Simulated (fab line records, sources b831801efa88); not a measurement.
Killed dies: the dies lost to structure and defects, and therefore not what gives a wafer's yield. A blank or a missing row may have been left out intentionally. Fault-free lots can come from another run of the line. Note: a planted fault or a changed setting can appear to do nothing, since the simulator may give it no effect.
The same fault as seen by 2 desks || flow gf180mcu || numbers are kept per desk, each desk with only its own; the story behind them comes last

## METROLOGY DESK
What the gauges read for every lot (on any tool): the sampled wafers with a number, averaged. If a lot's mean is further than 4 standard deviations from the usual mean, the lot is out of limits and carries the mark OUT (the distance appears in the brackets).
Columns: A = cd-nm at GF_HV_LDD_CD_MEAS_07, usual 400.0 nm
{"lot": "L945", "first seen here": "day 10 00:11", "A": 398.2}
{"lot": "L946", "first seen here": "day 10 07:05", "A": 399.9}
{"lot": "L947", "first seen here": "day 10 15:38", "A": 401.7}
{"lot": "L950", "first seen here": "day 11 12:58", "A": 397.4}
{"lot": "L951", "first seen here": "day 11 17:40", "A": 398.8}
{"lot": "L955", "first seen here": "day 13 02:44", "A": 402.0}
{"lot": "L956", "first seen here": "day 13 09:41", "A": 398.3}
{"lot": "L957", "first seen here": "day 13 16:15", "A": 403.3}
{"lot": "L959", "first seen here": "day 14 14:01", "A": 401.1}
{"lot": "L962", "first seen here": "day 15 09:20", "A": "364.3 (-14) OUT"}
{"lot": "L965", "first seen here": "day 16 04:06", "A": "365.5 (-14) OUT"}
{"lot": "L966", "first seen here": "day 16 10:14", "A": "369.0 (-12) OUT"}
{"lot": "L967", "first seen here": "day 17 02:08", "A": 399.6}
Finding of this desk: L962, L965, L966 out of limits; the first was L962 at day 15 09:20, on cd-nm at GF_HV_LDD_CD_MEAS_07. Within limits: L945, L946, L947, L950, L951, L955, L956, L957, L959, L967.

## TOOL OWNER'S DESK, litho-track-04
The tool's own readings at GF_HV_LDD_DEVELOP_06 (develop time 60 s): means of the sampled wafers that have a number, for each lot that ran on this tool. If a lot's mean is further than 4 standard deviations from the usual mean, the lot is out of limits and carries the mark OUT (the distance appears in the brackets).
Columns: A = exhaust-pa at GF_HV_LDD_DEVELOP_06, usual 44.9 Pa
{"lot": "L945", "first seen here": "day 10 00:02", "A": 45.4}
{"lot": "L946", "first seen here": "day 10 06:56", "A": 46.0}
{"lot": "L947", "first seen here": "day 10 15:29", "A": 44.6}
{"lot": "L951", "first seen here": "day 11 17:31", "A": 44.9}
{"lot": "L959", "first seen here": "day 14 13:52", "A": 44.9}
{"lot": "L962", "first seen here": "day 15 09:11", "A": 44.1}
{"lot": "L965", "first seen here": "day 16 03:58", "A": 44.0}
{"lot": "L966", "first seen here": "day 16 10:05", "A": 44.9}
This desk's verdict: no lot among the 8 shows anything out of limits.

## BROUGHT TOGETHER
L962, L965, L966 would have let the metrology desk raise an alarm at day 15 09:20.
Nothing out of limits was seen by the tool owner's desk.
Tool owner's desk: L962, L965, L966 on record, inside its limits.
On litho-track-04, each named lot ran GF_HV_LDD_DEVELOP_06.

## WHAT THE SIMULATOR HAD PUT IN
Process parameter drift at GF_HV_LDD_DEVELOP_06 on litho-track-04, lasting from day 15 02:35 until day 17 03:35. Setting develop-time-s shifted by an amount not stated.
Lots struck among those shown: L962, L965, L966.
Hours from the fault's start to each desk's first reading out of limits: the metrology desk, 7.
